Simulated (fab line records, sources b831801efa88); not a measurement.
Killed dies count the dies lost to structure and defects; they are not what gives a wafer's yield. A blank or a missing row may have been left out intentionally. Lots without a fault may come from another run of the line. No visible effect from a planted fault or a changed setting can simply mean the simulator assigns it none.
Which tool is to blame? | flow gf180mcu | 14 lots, 42 wafers sampled, at 4 steps of a route of 602

== WHAT THE GAUGES SHOWED, per wafer ==
GF_V2_THK_MEAS_03.
lot  | measured     | on            | V2_CVD_02_THK (nm)
L262 | day 20 03:42 | film metro-01 | 837 840 859
L263 | day 20 09:32 | film metro-03 | 864 844 867
L264 | day 20 23:34 | film metro-03 | 834 840 851
L265 | day 21 01:04 | film metro-03 | 836 854 859
L267 | day 22 02:08 | film metro-02 | 830 834 851
L268 | day 22 07:24 | film metro-02 | 827 831 838
L271 | day 23 09:11 | film metro-01 | 857 852 867
L273 | day 24 04:29 | film metro-02 | 858 863 866
L274 | day 24 15:13 | film metro-02 | 842 856 852
L275 | day 25 01:37 | film metro-01 | 845 848 855
L278 | day 25 23:49 | film metro-03 | 849 839 851
L280 | day 26 07:49 | film metro-01 | 842 839 850
L281 | day 26 11:24 | film metro-03 | 840 838 862
L283 | day 27 04:43 | film metro-01 | 875 846 859

GF_V2_BOW_MEAS_05.
lot  | measured     | on            | V2_BOW (um)
L262 | day 20 04:04 | film metro-03 | 98 97 85
L263 | day 20 09:53 | film metro-02 | 122 119 105
L264 | day 20 23:59 | film metro-02 | 92 106 102
L265 | day 21 01:28 | film metro-02 | 116 106 105
L267 | day 22 02:30 | film metro-02 | 105 122 110
L268 | day 22 07:46 | film metro-02 | 109 101 102
L271 | day 23 09:33 | film metro-01 | 101 106 100
L273 | day 24 04:52 | film metro-03 | 105 96 114
L274 | day 24 15:35 | film metro-03 | 84 92 97
L275 | day 25 02:08 | film metro-02 | 104 109 114
L278 | day 26 00:11 | film metro-01 | 101 94 102
L280 | day 26 08:10 | film metro-01 | 95 111 85
L281 | day 26 11:46 | film metro-02 | 97 109 103
L283 | day 27 05:08 | film metro-02 | 102 106 106

GF_V2_THK_MEAS_25: measures by xrf.
lot  | measured     | on            | V2_W_THK (nm)
L262 | day 21 05:06 | film metro-02 | 348 351 348
L263 | day 21 08:54 | film metro-01 | 346 355 354
L264 | day 22 00:17 | film metro-02 | 353 348 351
L265 | day 22 02:34 | film metro-01 | 347 350 349
L267 | day 23 02:37 | film metro-03 | 343 341 349
L268 | day 23 07:59 | film metro-02 | 348 345 349
L271 | day 24 09:38 | film metro-03 | 341 345 346
L273 | day 25 03:53 | film metro-03 | 342 345 347
L274 | day 25 14:49 | film metro-02 | 349 355 356
L275 | day 26 00:30 | film metro-02 | 354 348 354
L278 | day 26 22:42 | film metro-03 | 342 342 344
L280 | day 27 06:15 | film metro-02 | 357 352 356
L281 | day 27 09:31 | film metro-01 | 360 354 360
L283 | day 28 02:48 | film metro-03 | 353 349 353

== EACH LOT AND THE TOOL THAT RAN IT (in order: tool; ch and the chambers of the sampled wafers; start) ==
lot  | GF_V2_CVD_23
L262 | cvd w-01 ch 0,1, day 21 04:52
L263 | cvd w-01 ch 0,1, day 21 08:40
L264 | cvd w-01 ch 0,1, day 22 00:04
L265 | cvd w-01 ch 0,1, day 22 02:20
L267 | cvd w-01 ch 0,1, day 23 02:23
L268 | cvd w-01 ch 0, day 23 07:46
L271 | cvd w-02 ch 1, day 24 09:24
L273 | cvd w-01 ch 0,1, day 25 03:40
L274 | cvd w-01 ch 0,1, day 25 14:35
L275 | cvd w-01 ch 0,1, day 26 00:16
L278 | cvd w-01 ch 0,1, day 26 22:28
L280 | cvd w-01 ch 0,1, day 27 06:01
L281 | cvd w-01 ch 0,1, day 27 09:07
L283 | cvd w-01 ch 0,1, day 28 02:35
- GF_V2_CVD_23: deposits W, target thk 350 nm, time 104.94 s.

== WHAT THE TOOLS THEMSELVES READ (means of the sampled wafers that have a number; where no wafer has one, the mark that the record gives instead) ==
GF_V2_CVD_23.
lot  | tool     | chamber pressure Torr (Torr) | heater power w (W)
L262 | cvd w-01 | 39.95                        | 896
L263 | cvd w-01 | 40.04                        | 840
L264 | cvd w-01 | 40.00                        | 840
L265 | cvd w-01 | 40.00                        | 853
L267 | cvd w-01 | 40.02                        | 899
L268 | cvd w-01 | 40.06                        | 961
L271 | cvd w-02 | 39.88                        | 879
L273 | cvd w-01 | 40.00                        | 884
L274 | cvd w-01 | 40.04                        | 848
L275 | cvd w-01 | 40.03                        | 839
L278 | cvd w-01 | 40.00                        | 847
L280 | cvd w-01 | 41.53                        | 911
L281 | cvd w-01 | 41.59                        | 918
L283 | cvd w-01 | 41.60                        | 908

== THE ANSWER, worked out from the rows above alone ==
Rule: the lots themselves supply what counts as usual. The widest of any qualifying gaps counts: lots, ordered by their means at a reading, are off when they make up no more than a third of the lots, leave a main group of 4 or more, and stand apart from it by 3 or more times the standard deviation of that group's means. A main group whose means are all the same, to the digits that the tables above print for the reading, isn't used. Also off: a lot with no number at a reading for which 4 or more lots have one. Where the step has rows for the other lots, those lots are counted as sound. Order of review: gauges by route order, followed by the tools' own readings, for which a lot's mean as printed above is used. At the first step where some lot is off, the reading lying furthest off is the one used; lots without a number count as furthest.
Off, at GF_V2_CVD_23 on chamber pressure Torr: L280, L281, L283. The main group has a mean of 40.00 Torr with a standard deviation of 0.048.
If a tool, at that step or one of the process steps before it, ran each lot that is off and ran no sound lot following the first of them, it fits. One fits: GF_V2_CVD_23 on cvd w-01. A fault onset in the window from L278 (day 26 22:28, its last sound lot) to L280 (day 27 06:01, its first lot off) fits.
On the lots that are off, the tool's own readings at GF_V2_CVD_23 differ by more than 5 times the standard deviation of the sound lots' means, which bears it out; chamber pressure Torr reads 41.57 Torr there versus 40.00 Torr on the sound lots.

== WHAT THE SIMULATOR HAD INSERTED ==
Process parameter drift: cvd w-01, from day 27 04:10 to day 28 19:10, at GF_V2_CVD_23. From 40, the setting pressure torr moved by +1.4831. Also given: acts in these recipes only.
Shown lots that were struck: L280, L281, L283. The same result came from the rule above.
